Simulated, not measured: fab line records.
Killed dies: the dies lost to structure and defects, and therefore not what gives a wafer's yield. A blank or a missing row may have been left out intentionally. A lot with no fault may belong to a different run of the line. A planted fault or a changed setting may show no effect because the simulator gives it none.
fab line records :: flow gf180mcu
record
  lots=6
  wafers=18
  lastDay=33
route steps=602 shown M1@334 V1@335
lots that met no fault: taken from a fault-free run of the same line
startH: hours from the record's opening day to when the first of the lot's shown wafers began :: waitH: hours elapsed since this lot's preceding step :: " the same as in the row above :: L1.1+2: several wafers, shown together as one row :: - value missing, or start not given :: * or withheld: withheld :: < > ~ a bound
route shown NAME@n: names a module that has steps shown in the file, with the first one's number in the route :: usual: mean and standard deviation over wafers with no fault :: same: alike in all rows :: chamber/n: place in a boat :: sites: readings site by site :: _std_site: standard deviation across them :: _edge_site: the outer-site mean with the inner-site mean subtracted :: radiusMm: how far each site lies from the wafer's centre :: mask NAME#n: copy n :: behind: tool/chamber where the wafer was last shaped :: hold: the reason the lot was held/the length of the hold in hours/how it ended :: device: the n, p or np transistor that did not switch :: end of line: tests of these same wafers at the route's end :: where a step has no rows: the recipe by itself :: killed: at the first sort, the dies lost to defects and structure; wafer yield is something else :: map: a wafer's dies, marking killed ones x, the rest . and places with no die _
set.NAME: the setting that was run; set.NAME@STEP: the one run at that earlier step :: model.NAME: the simulator's own value behind a step, which no gauge read
a table for each step, a row for each wafer; lots at some steps of the route
services: the hour from which a tool's chamber was out of use, counted from the record's first day as startH (under 0 if before that day), plus the number of hours and why
## steps
# step GF_M1_CLEAN_19
# recipe
  chemistry=DIW
  dry=n2Spin
# step GF_V1_CVD_00
# recipe
  material=SiO2
  targetThkNm=600
  sigmaOpenFrac=0.3
  tempC=400
  timeS=100
  sih4FlowSccm=60
  pressureMtorr=6
# step GF_V1_THK_MEAS_01
# recipe
  reads=SiO2_of_V1_CVD_00
# usual
  V1_CVD_00_THK=601/6.7
lot.wafer: L588.1
tool: filmMetro-03
chamber: -
startH: 421.80
waitH: 0.0
V1_CVD_00_THK[nm]: 598

lot.wafer: L588.2
tool: filmMetro-03
chamber: -
startH: 421.80
waitH: 0.0
V1_CVD_00_THK[nm]: 586

lot.wafer: L588.4
tool: filmMetro-03
chamber: -
startH: 421.80
waitH: 0.0
V1_CVD_00_THK[nm]: 588

lot.wafer: L589.2
tool: filmMetro-02
chamber: -
startH: 432.07
waitH: 0.0
V1_CVD_00_THK[nm]: 607

lot.wafer: L589.4
tool: filmMetro-02
chamber: -
startH: 432.07
waitH: 0.0
V1_CVD_00_THK[nm]: 594

lot.wafer: L589.5
tool: filmMetro-02
chamber: -
startH: 432.07
waitH: 0.0
V1_CVD_00_THK[nm]: 601

lot.wafer: L597.2
tool: filmMetro-01
chamber: -
startH: 505.41
waitH: 0.0
V1_CVD_00_THK[nm]: 604

lot.wafer: L597.4
tool: filmMetro-01
chamber: -
startH: 505.41
waitH: 0.0
V1_CVD_00_THK[nm]: 605

lot.wafer: L597.5
tool: filmMetro-01
chamber: -
startH: 505.41
waitH: 0.0
V1_CVD_00_THK[nm]: 607

lot.wafer: L598.2
tool: filmMetro-01
chamber: -
startH: 514.14
waitH: 0.0
V1_CVD_00_THK[nm]: 591

lot.wafer: L598.4
tool: filmMetro-01
chamber: -
startH: 514.14
waitH: 0.0
V1_CVD_00_THK[nm]: 599

lot.wafer: L598.5
tool: filmMetro-01
chamber: -
startH: 514.14
waitH: 0.0
V1_CVD_00_THK[nm]: 600

lot.wafer: L600.3
tool: filmMetro-03
chamber: -
startH: 528.77
waitH: 0.1
V1_CVD_00_THK[nm]: 608

lot.wafer: L600.5
tool: filmMetro-03
chamber: -
startH: 528.77
waitH: 0.1
V1_CVD_00_THK[nm]: 614

lot.wafer: L600.6
tool: filmMetro-03
chamber: -
startH: 528.77
waitH: 0.1
V1_CVD_00_THK[nm]: 613

lot.wafer: L601.2
tool: filmMetro-03
chamber: -
startH: 537.74
waitH: 0.0
V1_CVD_00_THK[nm]: 594

lot.wafer: L601.3
tool: filmMetro-03
chamber: -
startH: 537.74
waitH: 0.0
V1_CVD_00_THK[nm]: 603

lot.wafer: L601.4
tool: filmMetro-03
chamber: -
startH: 537.74
waitH: 0.0
V1_CVD_00_THK[nm]: 603
# step GF_V1_CVD_02
# recipe
  material=SiO2
  targetThkNm=850
  precursor=TEOS
  tempC=400
  timeS=94.851
  rfW=600
# usual
  heaterPowerW=673/100
lot.wafer: L588.1
tool: pecvd-01
chamber: 1
startH: 421.86
waitH: 0.1
heaterPowerW: 622

lot.wafer: L588.2
tool: pecvd-01
chamber: 2
startH: 421.86
waitH: 0.1
heaterPowerW: 671

lot.wafer: L588.4
tool: pecvd-01
chamber: 1
startH: 421.86
waitH: 0.1
heaterPowerW: 528

lot.wafer: L589.2
tool: pecvd-03
chamber: 2
startH: 432.12
waitH: 0.0
heaterPowerW: 562

lot.wafer: L589.4
tool: pecvd-03
chamber: 1
startH: 432.12
waitH: 0.0
heaterPowerW: 662

lot.wafer: L589.5
tool: pecvd-03
chamber: 2
startH: 432.12
waitH: 0.0
heaterPowerW: 591

lot.wafer: L597.2
tool: pecvd-01
chamber: 0
startH: 505.46
waitH: 0.0
heaterPowerW: 581

lot.wafer: L597.4
tool: pecvd-01
chamber: 2
startH: 505.46
waitH: 0.0
heaterPowerW: 741

lot.wafer: L597.5
tool: pecvd-01
chamber: 1
startH: 505.46
waitH: 0.0
heaterPowerW: 629

lot.wafer: L598.2
tool: pecvd-01
chamber: 0
startH: 514.19
waitH: 0.0
heaterPowerW: 570

lot.wafer: L598.4
tool: pecvd-01
chamber: 0
startH: 514.19
waitH: 0.0
heaterPowerW: 591

lot.wafer: L598.5
tool: pecvd-01
chamber: 2
startH: 514.19
waitH: 0.0
heaterPowerW: 633

lot.wafer: L600.3
tool: pecvd-01
chamber: 2
startH: 528.81
waitH: 0.0
heaterPowerW: 781

lot.wafer: L600.5
tool: pecvd-01
chamber: 0
startH: 528.81
waitH: 0.0
heaterPowerW: 581

lot.wafer: L600.6
tool: pecvd-01
chamber: 2
startH: 528.81
waitH: 0.0
heaterPowerW: 634

lot.wafer: L601.2
tool: pecvd-04
chamber: 1
startH: 537.79
waitH: 0.0
heaterPowerW: 876

lot.wafer: L601.3
tool: pecvd-04
chamber: 2
startH: 537.79
waitH: 0.0
heaterPowerW: 706

lot.wafer: L601.4
tool: pecvd-04
chamber: 2
startH: 537.79
waitH: 0.0
heaterPowerW: 575
# step GF_V1_THK_MEAS_03
# recipe
  reads=SiO2_of_V1_CVD_02
# usual
  V1_CVD_02_THK=844/10
lot.wafer: L588.1
tool: filmMetro-02
chamber: -
startH: 421.93
waitH: 0.0
V1_CVD_02_THK[nm]: 839

lot.wafer: L588.2
tool: filmMetro-02
chamber: -
startH: 421.93
waitH: 0.0
V1_CVD_02_THK[nm]: 835

lot.wafer: L588.4
tool: filmMetro-02
chamber: -
startH: 421.93
waitH: 0.0
V1_CVD_02_THK[nm]: 866

lot.wafer: L589.2
tool: filmMetro-01
chamber: -
startH: 432.20
waitH: 0.0
V1_CVD_02_THK[nm]: 837

lot.wafer: L589.4
tool: filmMetro-01
chamber: -
startH: 432.20
waitH: 0.0
V1_CVD_02_THK[nm]: 836

lot.wafer: L589.5
tool: filmMetro-01
chamber: -
startH: 432.20
waitH: 0.0
V1_CVD_02_THK[nm]: 848

lot.wafer: L597.2
tool: filmMetro-03
chamber: -
startH: 505.54
waitH: 0.0
V1_CVD_02_THK[nm]: 832

lot.wafer: L597.4
tool: filmMetro-03
chamber: -
startH: 505.54
waitH: 0.0
V1_CVD_02_THK[nm]: 845

lot.wafer: L597.5
tool: filmMetro-03
chamber: -
startH: 505.54
waitH: 0.0
V1_CVD_02_THK[nm]: 847

lot.wafer: L598.2
tool: filmMetro-01
chamber: -
startH: 514.26
waitH: 0.0
V1_CVD_02_THK[nm]: 844

lot.wafer: L598.4
tool: filmMetro-01
chamber: -
startH: 514.26
waitH: 0.0
V1_CVD_02_THK[nm]: 854

lot.wafer: L598.5
tool: filmMetro-01
chamber: -
startH: 514.26
waitH: 0.0
V1_CVD_02_THK[nm]: 854

lot.wafer: L600.3
tool: filmMetro-02
chamber: -
startH: 528.90
waitH: 0.1
V1_CVD_02_THK[nm]: 832

lot.wafer: L600.5
tool: filmMetro-02
chamber: -
startH: 528.90
waitH: 0.1
V1_CVD_02_THK[nm]: 846

lot.wafer: L600.6
tool: filmMetro-02
chamber: -
startH: 528.90
waitH: 0.1
V1_CVD_02_THK[nm]: 844

lot.wafer: L601.2
tool: filmMetro-01
chamber: -
startH: 537.87
waitH: 0.0
V1_CVD_02_THK[nm]: 830

lot.wafer: L601.3
tool: filmMetro-01
chamber: -
startH: 537.87
waitH: 0.0
V1_CVD_02_THK[nm]: 840

lot.wafer: L601.4
tool: filmMetro-01
chamber: -
startH: 537.87
waitH: 0.0
V1_CVD_02_THK[nm]: 853
# step GF_V1_CMP_04
# recipe
  material=SiO2
  downForcePsi=4
  platenRpm=60
  padVelocityMS=0.94248
# usual
  edgeZonePressureFrac=1.000/0.005
  motorCurrentA=12.8/1.1
  timeToEndpointS=78/5.1
lot.wafer: L588.4
tool: cmp-02
chamber: 1
startH: 422.04
waitH: 0.1
edgeZonePressureFrac: 0.995
motorCurrentA: 14.2
timeToEndpointS: 85

lot.wafer: L588.2
tool: cmp-02
chamber: 2
startH: 422.04
waitH: 0.1
edgeZonePressureFrac: 0.999
motorCurrentA: 13.3
timeToEndpointS: 77

lot.wafer: L588.1
tool: cmp-02
chamber: 3
startH: 422.04
waitH: 0.1
edgeZonePressureFrac: 1.000
motorCurrentA: 12.9
timeToEndpointS: 81

lot.wafer: L589.4
tool: cmp-01
chamber: 1
startH: 432.25
waitH: 0.0
edgeZonePressureFrac: 0.997
motorCurrentA: 11.8
timeToEndpointS: 79

lot.wafer: L589.2
tool: cmp-01
chamber: 0
startH: 432.25
waitH: 0.0
edgeZonePressureFrac: 0.994
motorCurrentA: 10.8
timeToEndpointS: 78

lot.wafer: L589.5
tool: cmp-01
chamber: 1
startH: 432.25
waitH: 0.0
edgeZonePressureFrac: 0.998
motorCurrentA: 11.1
timeToEndpointS: 82

lot.wafer: L597.2
tool: cmp-02
chamber: 2
startH: 505.64
waitH: 0.1
edgeZonePressureFrac: 0.991
motorCurrentA: 13.9
timeToEndpointS: 75

lot.wafer: L597.4
tool: cmp-02
chamber: 0
startH: 505.64
waitH: 0.1
edgeZonePressureFrac: 1.006
motorCurrentA: 11.4
timeToEndpointS: 73

lot.wafer: L597.5
tool: cmp-02
chamber: 1
startH: 505.64
waitH: 0.1
edgeZonePressureFrac: 0.995
motorCurrentA: 14.3
timeToEndpointS: 78

lot.wafer: L598.2
tool: cmp-02
chamber: 3
startH: 514.36
waitH: 0.1
edgeZonePressureFrac: 0.988
motorCurrentA: 12.8
timeToEndpointS: 86

lot.wafer: L598.4
tool: cmp-02
chamber: 0
startH: 514.36
waitH: 0.1
edgeZonePressureFrac: 0.993
motorCurrentA: 12.0
timeToEndpointS: 83

lot.wafer: L598.5
tool: cmp-02
chamber: 3
startH: 514.36
waitH: 0.1
edgeZonePressureFrac: 0.989
motorCurrentA: 12.4
timeToEndpointS: 86

lot.wafer: L600.3
tool: cmp-01
chamber: 0
startH: 529.20
waitH: 0.3
edgeZonePressureFrac: 0.999
motorCurrentA: 11.4
timeToEndpointS: 70

lot.wafer: L600.5
tool: cmp-01
chamber: 1
startH: 529.20
waitH: 0.3
edgeZonePressureFrac: 0.999
motorCurrentA: 10.9
timeToEndpointS: 76

lot.wafer: L600.6
tool: cmp-01
chamber: 2
startH: 529.20
waitH: 0.3
edgeZonePressureFrac: 1.001
motorCurrentA: 13.7
timeToEndpointS: 74

lot.wafer: L601.4
tool: cmp-01
chamber: 0
startH: 538.15
waitH: 0.3
edgeZonePressureFrac: 1.007
motorCurrentA: 10.8
timeToEndpointS: 80

lot.wafer: L601.3
tool: cmp-01
chamber: 2
startH: 538.15
waitH: 0.3
edgeZonePressureFrac: 0.998
motorCurrentA: 13.0
timeToEndpointS: 75

lot.wafer: L601.2
tool: cmp-01
chamber: 3
startH: 538.15
waitH: 0.3
edgeZonePressureFrac: 1.005
motorCurrentA: 13.9
timeToEndpointS: 71
# step GF_V1_BOW_MEAS_05
# recipe
  mode=bow
# usual
  V1_BOW=84/7.3
lot.wafer: L588.1
tool: filmMetro-02
chamber: -
startH: 422.29
waitH: 0.1
V1_BOW[um]: 89

lot.wafer: L588.2
tool: filmMetro-02
chamber: -
startH: 422.29
waitH: 0.1
V1_BOW[um]: 86

lot.wafer: L588.4
tool: filmMetro-02
chamber: -
startH: 422.29
waitH: 0.1
V1_BOW[um]: 94

lot.wafer: L589.2
tool: filmMetro-02
chamber: -
startH: 432.57
waitH: 0.1
V1_BOW[um]: 76

lot.wafer: L589.4
tool: filmMetro-02
chamber: -
startH: 432.57
waitH: 0.1
V1_BOW[um]: 85

lot.wafer: L589.5
tool: filmMetro-02
chamber: -
startH: 432.57
waitH: 0.1
V1_BOW[um]: 82

lot.wafer: L597.2
tool: filmMetro-01
chamber: -
startH: 505.91
waitH: 0.2
V1_BOW[um]: 78

lot.wafer: L597.4
tool: filmMetro-01
chamber: -
startH: 505.91
waitH: 0.2
V1_BOW[um]: 91

lot.wafer: L597.5
tool: filmMetro-01
chamber: -
startH: 505.91
waitH: 0.2
V1_BOW[um]: 96

lot.wafer: L598.2
tool: filmMetro-01
chamber: -
startH: 514.63
waitH: 0.2
V1_BOW[um]: 76

lot.wafer: L598.4
tool: filmMetro-01
chamber: -
startH: 514.63
waitH: 0.2
V1_BOW[um]: 85

lot.wafer: L598.5
tool: filmMetro-01
chamber: -
startH: 514.63
waitH: 0.2
V1_BOW[um]: 96

lot.wafer: L600.3
tool: filmMetro-03
chamber: -
startH: 529.39
waitH: 0.1
V1_BOW[um]: 78

lot.wafer: L600.5
tool: filmMetro-03
chamber: -
startH: 529.39
waitH: 0.1
V1_BOW[um]: 69

lot.wafer: L600.6
tool: filmMetro-03
chamber: -
startH: 529.39
waitH: 0.1
V1_BOW[um]: 83

lot.wafer: L601.2
tool: filmMetro-03
chamber: -
startH: 538.47
waitH: 0.1
V1_BOW[um]: 86

lot.wafer: L601.3
tool: filmMetro-03
chamber: -
startH: 538.47
waitH: 0.1
V1_BOW[um]: 87

lot.wafer: L601.4
tool: filmMetro-03
chamber: -
startH: 538.47
waitH: 0.1
V1_BOW[um]: 77
# step GF_V1_DEHYDRATE_06
# recipe
  tempC=200
  timeS=60
# step GF_V1_HMDS_07
# recipe
  primeTimeS=60
  primeTempC=120
# step GF_V1_COAT_08
# recipe
  resist=BARC
  tempC=withheld
  timeS=withheld
  spinRpm=withheld
  resistThkNm=withheld
# step GF_V1_COAT_09
# recipe
  resist=KrF
  spinRpm=withheld
  resistThkNm=1000
# step GF_V1_SOFTBAKE_10
# recipe
  tempC=130
  timeS=60
  resist=KrF
# step GF_V1_EXPOSE_11
# recipe
  maskId=Via1
  targetCdNm=260
  na=0.68
  sourceShape=conventional
  sigmaOuter=0.6
  doseMj=38
# usual
  exposureDoseMJCm2=38.10/0.2
  focusOffsetNm=-0.1/0.42
  reticleTempC=22.99/0.092
lot.wafer: L588.1
tool: krfScanner-02
chamber: -
startH: 434.31
waitH: -
mask: Via1#0
exposureDoseMJCm2: -
focusOffsetNm: -
reticleTempC: -

lot.wafer: L588.2
tool: krfScanner-02
chamber: -
startH: 434.31
waitH: -
mask: Via1#0
exposureDoseMJCm2: -
focusOffsetNm: -
reticleTempC: -

lot.wafer: L588.4
tool: krfScanner-02
chamber: -
startH: 434.31
waitH: -
mask: Via1#0
exposureDoseMJCm2: -
focusOffsetNm: -
reticleTempC: -

lot.wafer: L589.2
tool: krfScanner-01
chamber: -
startH: 444.86
waitH: -
mask: Via1#0
exposureDoseMJCm2: -
focusOffsetNm: -
reticleTempC: -

lot.wafer: L589.4
tool: krfScanner-01
chamber: -
startH: 444.86
waitH: -
mask: Via1#0
exposureDoseMJCm2: -
focusOffsetNm: -
reticleTempC: -

lot.wafer: L589.5
tool: krfScanner-01
chamber: -
startH: 444.86
waitH: -
mask: Via1#0
exposureDoseMJCm2: -
focusOffsetNm: -
reticleTempC: -

lot.wafer: L597.2
tool: krfScanner-01
chamber: 0
startH: 517.51
waitH: -
mask: Via1#0
exposureDoseMJCm2: 38.42
focusOffsetNm: -0.2
reticleTempC: 23.10

lot.wafer: L597.4
tool: krfScanner-01
chamber: 0
startH: 517.51
waitH: -
mask: Via1#0
exposureDoseMJCm2: 38.41
focusOffsetNm: 0.1
reticleTempC: 23.17

lot.wafer: L597.5
tool: krfScanner-01
chamber: 0
startH: 517.51
waitH: -
mask: Via1#0
exposureDoseMJCm2: 38.37
focusOffsetNm: -0.1
reticleTempC: 23.00

lot.wafer: L598.2
tool: krfScanner-02
chamber: 0
startH: 526.41
waitH: -
mask: Via1#0
exposureDoseMJCm2: 38.03
focusOffsetNm: 0.6
reticleTempC: 22.84

lot.wafer: L598.4
tool: krfScanner-02
chamber: 0
startH: 526.41
waitH: -
mask: Via1#0
exposureDoseMJCm2: 37.97
focusOffsetNm: 0.4
reticleTempC: 22.86

lot.wafer: L598.5
tool: krfScanner-02
chamber: 0
startH: 526.41
waitH: -
mask: Via1#0
exposureDoseMJCm2: 37.96
focusOffsetNm: -0.3
reticleTempC: 22.71

lot.wafer: L600.3
tool: krfScanner-01
chamber: 0
startH: 540.27
waitH: -
mask: Via1#0
exposureDoseMJCm2: 38.35
focusOffsetNm: 0.0
reticleTempC: 22.90

lot.wafer: L600.5
tool: krfScanner-01
chamber: 0
startH: 540.27
waitH: -
mask: Via1#0
exposureDoseMJCm2: 38.41
focusOffsetNm: -0.4
reticleTempC: 22.94

lot.wafer: L600.6
tool: krfScanner-01
chamber: 0
startH: 540.27
waitH: -
mask: Via1#0
exposureDoseMJCm2: 38.37
focusOffsetNm: -0.2
reticleTempC: 23.03

lot.wafer: L601.2
tool: krfScanner-02
chamber: 0
startH: 549.76
waitH: -
mask: Via1#0
exposureDoseMJCm2: 37.93
focusOffsetNm: -0.1
reticleTempC: 23.14

lot.wafer: L601.3
tool: krfScanner-02
chamber: 0
startH: 549.76
waitH: -
mask: Via1#0
exposureDoseMJCm2: 37.92
focusOffsetNm: -0.1
reticleTempC: 22.99

lot.wafer: L601.4
tool: krfScanner-02
chamber: 0
startH: 549.76
waitH: -
mask: Via1#0
exposureDoseMJCm2: 37.89
focusOffsetNm: 0.2
reticleTempC: 23.01
# step GF_V1_PEB_12
# recipe
  pebTempC=135
  pebTimeS=90
  resist=KrF
## services
tool: krfScanner-01
chamber: 0
startH: 399.52
hours: -
kind: calibration

tool: cmp-01
chamber: -
startH: 404.18
hours: 4.0
kind: pm

tool: pecvd-01
chamber: -
startH: 405.57
hours: 14.6
kind: pm

tool: cmp-01
chamber: -
startH: 408.18
hours: -
kind: consumableReplace:conditioner

tool: cmp-01
chamber: -
startH: 410.66
hours: 2.5
kind: repair

tool: krfScanner-02
chamber: -
startH: 415.11
hours: 4.0
kind: pm

tool: pecvd-04
chamber: -
startH: 422.61
hours: 1.4
kind: repair

tool: krfScanner-01
chamber: -
startH: 430.74
hours: 6.9
kind: repair

tool: pecvd-03
chamber: 2
startH: 432.69
hours: 8.9
kind: repair

tool: krfScanner-01
chamber: -
startH: 435.33
hours: 0.5
kind: repair

tool: krfScanner-02
chamber: -
startH: 437.68
hours: 3.6
kind: pm

tool: pecvd-03
chamber: 1
startH: 445.74
hours: 1.9
kind: repair

tool: cmp-01
chamber: -
startH: 451.12
hours: 1.4
kind: repair

tool: pecvd-04
chamber: 1
startH: 452.09
hours: 4.7
kind: repair

tool: krfScanner-01
chamber: -
startH: 459.89
hours: 1.3
kind: pm

tool: krfScanner-02
chamber: -
startH: 463.54
hours: 0.8
kind: pm

tool: krfScanner-01
chamber: -
startH: 485.43
hours: 0.8
kind: pm

tool: cmp-01
chamber: -
startH: 491.79
hours: 2.1
kind: repair

tool: krfScanner-01
chamber: -
startH: 496.67
hours: 0.5
kind: repair

tool: cmp-01
chamber: -
startH: 500.02
hours: 3.5
kind: pm

tool: cmp-02
chamber: -
startH: 513.63
hours: 0.5
kind: repair

tool: krfScanner-02
chamber: -
startH: 517.89
hours: 0.4
kind: repair

tool: krfScanner-01
chamber: -
startH: 538.30
hours: 1.0
kind: pm

tool: krfScanner-01
chamber: -
startH: 546.54
hours: 3.6
kind: pm
## key
firstSign
  step=GF_V1_EXPOSE_11
  reading=toolRecord
  direction=missing
effect none on later readings
metAt GF_V1_EXPOSE_11
struckWafers L588.1,L588.2,L588.4,L589.2,L589.4,L589.5
rowsEnd L588.1
laterRowsLeftOut L588.2,L588.4,L589.2,L589.4,L589.5
sortLeftOut L588.2,L588.4,L589.2,L589.4,L589.5
fault
  kind=skippedStepWhole
  tool=krfScanner-01,krfScanner-02
  chamber=-
  onsetH=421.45
  steps=GF_V1_EXPOSE_11
  scope=struckLotsOnly
# sortLeftOut: the simulated sort isn't trusted on such a fault, so these wafers' sort isn't shown, and their yield isn't known
# laterRowsLeftOut: the simulator's readings of these wafers behind a module that went badly wrong aren't trusted and aren't shown, but for the sort
# rowsEnd: these wafers met a further fault down the route, and their rows from its step on are left out
